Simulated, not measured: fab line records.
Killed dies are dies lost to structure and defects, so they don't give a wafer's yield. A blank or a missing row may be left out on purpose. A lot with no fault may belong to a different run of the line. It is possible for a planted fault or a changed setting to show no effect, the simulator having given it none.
Lot-split experiment -- flow sfqLine -- on a route of 325 steps: 5 lots, 23 wafers read

THE SPLIT
At SFQ_TRILAYER_I6_VIA_LITHO_COAT_174 (resist thk 62 nm), the setting spinRpm was moved away from the recipe's 3000 rpm on 8 of the 23 wafers read, by -3.6% to +6.3%. For the rest of the wafers, this setting stayed at what the recipe calls for.

The reading comes from the split's own step.

THE READING
BARC_of_TRILAYER_I6_VIA_LITHO_COAT_174.thkNm (the simulator's own value, which no gauge read), in nm, at SFQ_TRILAYER_I6_VIA_LITHO_COAT_174 (resist thk 62 nm). The file does not state a usual value for it. The 15 wafers here that ran the recipe average 61.95 nm, standard deviation 0.19 nm.

wafer,"tool, chamber at the split","spinRpm as run, rpm",against the recipe,"BARC_of_TRILAYER_I6_VIA_LITHO_COAT_174.thkNm, nm",against lot-mates on the recipe
L078.2,"lithoTrack-01, 0",3188,+6.3%,60.11,-1.84
L078.4,"lithoTrack-01, 0",3188,+6.3%,60.11,-1.84
L078.3,"lithoTrack-01, 0",3000,recipe,61.92,-
L078.5,"lithoTrack-01, 0",3000,recipe,61.97,-
L078.6,"lithoTrack-01, 0",3188,+6.3%,60.08,-1.87
L079.1,"lithoTrack-02, 0",3000,recipe,62.03,-
L079.2,"lithoTrack-02, 0",3000,recipe,62.01,-
L079.3,"lithoTrack-02, 0",3000,recipe,61.95,-
L081.1,"lithoTrack-01, 0",2892,-3.6%,63.06,+1.22
L081.2,"lithoTrack-01, 0",2892,-3.6%,63.03,+1.19
L081.4,"lithoTrack-01, 0",3000,recipe,61.9,-
L081.5,"lithoTrack-01, 0",3000,recipe,61.78,-
L081.6,"lithoTrack-01, 0",2892,-3.6%,63.2,+1.36
L083.1,"lithoTrack-01, 0",3000,recipe,62.14,-
L083.3,"lithoTrack-01, 0",3000,recipe,61.99,-
L083.4,"lithoTrack-01, 0",3000,recipe,62.27,-
L083.5,"lithoTrack-01, 0",3000,recipe,62.04,-
L083.6,"lithoTrack-01, 0",3000,recipe,62.31,-
L084.1,"lithoTrack-02, 0",3000,recipe,61.72,-
L084.2,"lithoTrack-02, 0",3133,+4.4%,60.36,-1.31
L084.3,"lithoTrack-02, 0",3133,+4.4%,60.18,-1.49
L084.5,"lithoTrack-02, 0",3000,recipe,61.64,-
L084.6,"lithoTrack-02, 0",3000,recipe,61.65,-

FIT RESULTS
A straight line over all 23 wafers: BARC_of_TRILAYER_I6_VIA_LITHO_COAT_174.thkNm changes by -0.316 nm for each +1% of spinRpm; r = -0.98; the points scatter about the line by 0.2 nm.
The same after taking each lot's own level away (the mean of its wafers on the recipe; 23 wafers): -0.312 nm for each +1%; r = -0.99; scatter 0.097 nm.
That fit puts the effect of the largest move of spinRpm on the reading at 2 nm.
Measured against the standard deviation above, the lots' own levels, which go from 61.670 to 62.150 nm, span 2.5 times it.
So the lot-to-lot level changes the slope little: the two slopes agree.
Check: for one of the wafers moved furthest among these (+6.3%), held out of the fit, the line's prediction against its lot-mates is -1.95 nm. It came out at -1.84 nm against them.

OTHER SPLITS ON THESE WAFERS
Other splits were also applied to these wafers ahead of the reading. Each is held against what the fit with the lots' levels taken away leaves over:
other split on the same wafers,wafers away from the commonest value,r with BARC_of_TRILAYER_I6_VIA_LITHO_COAT_174.thkNm (lot level and that fit taken away)
SFQ_TRILAYER_C5_LITHO_PEB_154 pebTempC,7,-0.14
SFQ_TRILAYER_M6_DEP_SPUTTER_157 timeS,12,+0.16
SFQ_TRILAYER_M6_LITHO_COAT_159 resistThkNm,11,+0.02
SFQ_TRILAYER_M6_LITHO_PEB_162 pebTempC,7,+0.08

FILE'S OWN FIT
BARC_of_TRILAYER_I6_VIA_LITHO_COAT_174.thkNm changes by -0.31 nm for each +1% of spinRpm, r = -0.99.
